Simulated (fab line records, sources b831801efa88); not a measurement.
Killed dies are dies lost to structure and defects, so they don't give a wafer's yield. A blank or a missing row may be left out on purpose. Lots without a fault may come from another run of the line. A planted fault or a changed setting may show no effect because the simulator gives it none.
Which tool did it? | flow gf180mcu | 13 lots, 39 wafers sampled, at 4 steps of a route of 602

WHAT THE GAUGES READ, wafer by wafer
GF_TOP_METAL_THK_MEAS_06: measures by xrf.
lot  | measured     | on            | TOP_METAL_ALCU_THK (nm)
L201 | day 27 11:23 | film_metro-03 | 910 910 910
L202 | day 27 17:30 | film_metro-02 | 888 886 885
L203 | day 28 04:31 | film_metro-01 | 877 873 870
L204 | day 28 10:16 | film_metro-02 | 894 899 898
L211 | day 30 16:21 | film_metro-02 | 904 900 895
L212 | day 31 01:14 | film_metro-02 | 891 889 888
L213 | day 31 03:11 | film_metro-03 | 906 896 901
L217 | day 32 08:27 | film_metro-02 | 885 878 885
L218 | day 32 12:29 | film_metro-01 | 906 899 908
L220 | day 33 00:45 | film_metro-01 | 898 892 891
L221 | day 33 04:09 | film_metro-03 | 914 910 915
L223 | day 33 16:25 | film_metro-01 | 908 903 901
L224 | day 33 22:14 | film_metro-03 | 915 916 920

WHICH TOOL RAN EACH LOT (tool, then ch and the chambers of the sampled wafers, then the start)
lot  | GF_M3_SPUTTER_03             | GF_V4_SPUTTER_22             | GF_MIM_SPUTTER_04
L201 | pvd_sputter-03, day 20 12:31 | pvd_sputter-01, day 24 15:11 | pvd_sputter-03, day 24 15:59
L202 | pvd_sputter-02, day 20 20:39 | pvd_sputter-04, day 24 22:17 | pvd_sputter-03, day 24 23:06
L203 | pvd_sputter-03, day 21 08:43 | pvd_sputter-01, day 25 10:11 | pvd_sputter-02, day 25 10:59
L204 | pvd_sputter-01, day 21 15:22 | pvd_sputter-04, day 25 16:19 | pvd_sputter-02, day 25 17:11
L211 | pvd_sputter-03, day 24 07:49 | pvd_sputter-01, day 28 02:17 | pvd_sputter-02, day 28 03:05
L212 | pvd_sputter-03, day 24 18:10 | pvd_sputter-01, day 28 12:03 | pvd_sputter-02, day 28 12:52
L213 | pvd_sputter-02, day 24 22:07 | pvd_sputter-04, day 28 14:56 | pvd_sputter-01, day 28 15:44
L217 | pvd_sputter-02, day 26 08:46 | pvd_sputter-01, day 29 21:19 | pvd_sputter-03, day 29 22:08
L218 | pvd_sputter-02, day 26 15:13 | pvd_sputter-04, day 30 04:49 | pvd_sputter-02, day 30 05:37
L220 | pvd_sputter-01, day 27 06:03 | pvd_sputter-01, day 30 15:46 | pvd_sputter-02, day 30 16:46
L221 | pvd_sputter-01, day 27 09:49 | pvd_sputter-01, day 30 19:47 | pvd_sputter-01, day 30 20:41
L223 | pvd_sputter-03, day 28 00:22 | pvd_sputter-04, day 31 10:34 | pvd_sputter-03, day 31 11:23
L224 | pvd_sputter-02, day 28 07:28 | pvd_sputter-04, day 31 16:20 | pvd_sputter-03, day 31 17:09
- GF_M3_SPUTTER_03: material Ti, target thk 10 nm, time 6.7 s.
- GF_V4_SPUTTER_22: material TiN, target thk 10 nm, time 40 s.
- GF_MIM_SPUTTER_04: material TiN, target thk 50 nm, time 41.7 s.

WHAT THE TOOLS THEMSELVES READ (means of the sampled wafers that have a number; where no wafer has one, the mark that the record gives instead)
GF_M3_SPUTTER_03.
lot  | tool           | throttle_valve_pct (%)
L201 | pvd_sputter-03 | 29.8
L202 | pvd_sputter-02 | 29.2
L203 | pvd_sputter-03 | 31.1
L204 | pvd_sputter-01 | 31.1
L211 | pvd_sputter-03 | 30.9
L212 | pvd_sputter-03 | 30.3
L213 | pvd_sputter-02 | 29.7
L217 | pvd_sputter-02 | 29.2
L218 | pvd_sputter-02 | 29.3
L220 | pvd_sputter-01 | 31.1
L221 | pvd_sputter-01 | 30.9
L223 | pvd_sputter-03 | 30.5
L224 | pvd_sputter-02 | 29.5

GF_V4_SPUTTER_22.
lot  | tool           | throttle_valve_pct (%)
L201 | pvd_sputter-01 | 30.9
L202 | pvd_sputter-04 | 30.6
L203 | pvd_sputter-01 | 31.0
L204 | pvd_sputter-04 | 30.7
L211 | pvd_sputter-01 | 30.8
L212 | pvd_sputter-01 | 30.5
L213 | pvd_sputter-04 | 29.8
L217 | pvd_sputter-01 | 31.4
L218 | pvd_sputter-04 | 30.6
L220 | pvd_sputter-01 | 31.2
L221 | pvd_sputter-01 | 30.9
L223 | pvd_sputter-04 | 29.7
L224 | pvd_sputter-04 | 30.5

GF_MIM_SPUTTER_04.
lot  | tool           | throttle_valve_pct (%)
L201 | pvd_sputter-03 | 30.3
L202 | pvd_sputter-03 | 30.2
L203 | pvd_sputter-02 | 31.0
L204 | pvd_sputter-02 | 31.6
L211 | pvd_sputter-02 | 30.9
L212 | pvd_sputter-02 | 30.8
L213 | pvd_sputter-01 | 31.1
L217 | pvd_sputter-03 | 30.4
L218 | pvd_sputter-02 | 29.7
L220 | pvd_sputter-02 | 29.4
L221 | pvd_sputter-01 | 30.9
L223 | pvd_sputter-03 | 30.7
L224 | pvd_sputter-03 | 30.6

THE ANSWER, worked out from the rows above alone
Rule: what is usual is taken from the lots themselves. Put in order of their means at a reading, lots are off if they are a third of the lots or fewer, leave a main group of 4 or more, and stand apart from it by a gap of 3 or more times the standard deviation of the main group's means; of several such gaps the widest counts. A main group whose means are all the same, to the digits that the tables above print for the reading, isn't used. A lot without any number at a reading at which 4 lots or more have one is off too. The other lots that the step has rows for count as sound. The gauges are gone through in route order, then the tools' own readings, and for those a lot's mean is taken as printed above. The first step at which some lot is off is used, and at that step the reading that is off furthest; a lot without a number counts as furthest.
No lot is off at any reading shown: from this, nothing can be told.

WHAT THE SIMULATOR HAD PUT IN
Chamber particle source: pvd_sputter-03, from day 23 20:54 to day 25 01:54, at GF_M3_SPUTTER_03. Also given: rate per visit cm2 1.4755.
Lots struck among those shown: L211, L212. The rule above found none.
